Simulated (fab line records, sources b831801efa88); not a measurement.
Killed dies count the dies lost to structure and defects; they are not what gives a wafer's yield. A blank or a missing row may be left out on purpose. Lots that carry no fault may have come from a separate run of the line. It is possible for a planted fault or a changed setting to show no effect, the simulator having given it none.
A struck lot beside a sound one + flow sky130 + 14 out of 708 route steps
Sound: these wafers, L829.2, L829.3, L829.4. Wafers L844.1, L844.2, L844.5 were the ones struck. The cause comes at the end.
Order at every step that has rows: each side's tool, ch and its chambers, its first start. Under that, the readings that differ: sound wafers + struck wafers + difference of the means + sigmas: that difference in standard deviations of wafers without a fault.
alike: readings with means less than 2 such deviations apart, plus words and numbers identical on both sides. not compared: withheld readings, readings lacking a value on some wafer, bounds such as >300 that could conceal the same value, and numbers that have no deviation in the record and whose values overlap.
The two part at a step that has a row with sigmas, a row that says differs or no value, or rows on one side only. Numbers that have no deviation but don't overlap get no sigmas and don't part them. Lack of a reading on every wafer of one side parts them only where that side has two or more wafers.

first, 1 step without rows for these wafers: SKY_LDD_P_DEVELOP_06 (develop time 60 s).
SKY_LDD_P_CD_MEAS_07 targets a cd of 380 nm.
  struck on cdSem-02, day 24 22:11; sound on cdSem-02, day 18 22:42
  alike: cdNm
SKY_LDD_P_OVL_MEAS_08:
  struck on overlay-02, day 24 22:18; sound on overlay-02, day 18 22:48
  alike: LDD_P_OVL
after that, 1 step had no rows for these wafers: SKY_LDD_P_IMPLANT_09.
SKY_LDD_P_STRIP_10: strips in O2/N2.
  sound on plasmaAsher-03 ch 0,1, day 18 22:59; struck on plasmaAsher-03 ch 0,1, day 24 22:29
  alike: drypumpMotorCurrentA, oesProductAu, stripTimeToEndpointS
  not compared: rfHoursCounterH
SKY_LDD_P_TW_MEAS_11:
  struck on filmMetro-03, day 24 22:35; sound on filmMetro-01, day 18 23:05
  alike: LDD_P_TW
then, 6 steps without rows for these wafers: SKY_LDD_HVN_DEHYDRATE_00 (time 60 s); SKY_LDD_HVN_HMDS_01 (prime time 60 s); SKY_LDD_HVN_COAT_02 (resist thk 300 nm); SKY_LDD_HVN_SOFTBAKE_03 (time 60 s); SKY_LDD_HVN_EXPOSE_04 (exposes mask HVNTM, target cd 700 nm); SKY_LDD_HVN_PEB_05.
SKY_LDD_HVN_DEVELOP_06: develop time 60 s.
  sound on lithoTrack-04 ch 0, day 20 04:46; struck on lithoTrack-01, day 26 03:38
  no value came back on the struck wafers for chillPlateTempC (C), developTimeS (s); on the sound wafers chillPlateTempC (C) reads 23.20 23.24 22.91
SKY_LDD_HVN_OVL_MEAS_07:
  struck on overlay-01, day 26 03:47; sound on overlay-02, day 20 04:53
| reading          | sound          | struck | difference                    | sigmas |
|------------------|----------------|--------|-------------------------------|--------|
| LDD_HVN_OVL (nm) | -2.8 -3.2 -2.8 | - - -  | no value on the struck wafers |        |

WHERE THEY PART
Last at SKY_LDD_HVN_OVL_MEAS_07 as far as this record goes, first at SKY_LDD_HVN_DEVELOP_06.

WHY: what the simulator had put in
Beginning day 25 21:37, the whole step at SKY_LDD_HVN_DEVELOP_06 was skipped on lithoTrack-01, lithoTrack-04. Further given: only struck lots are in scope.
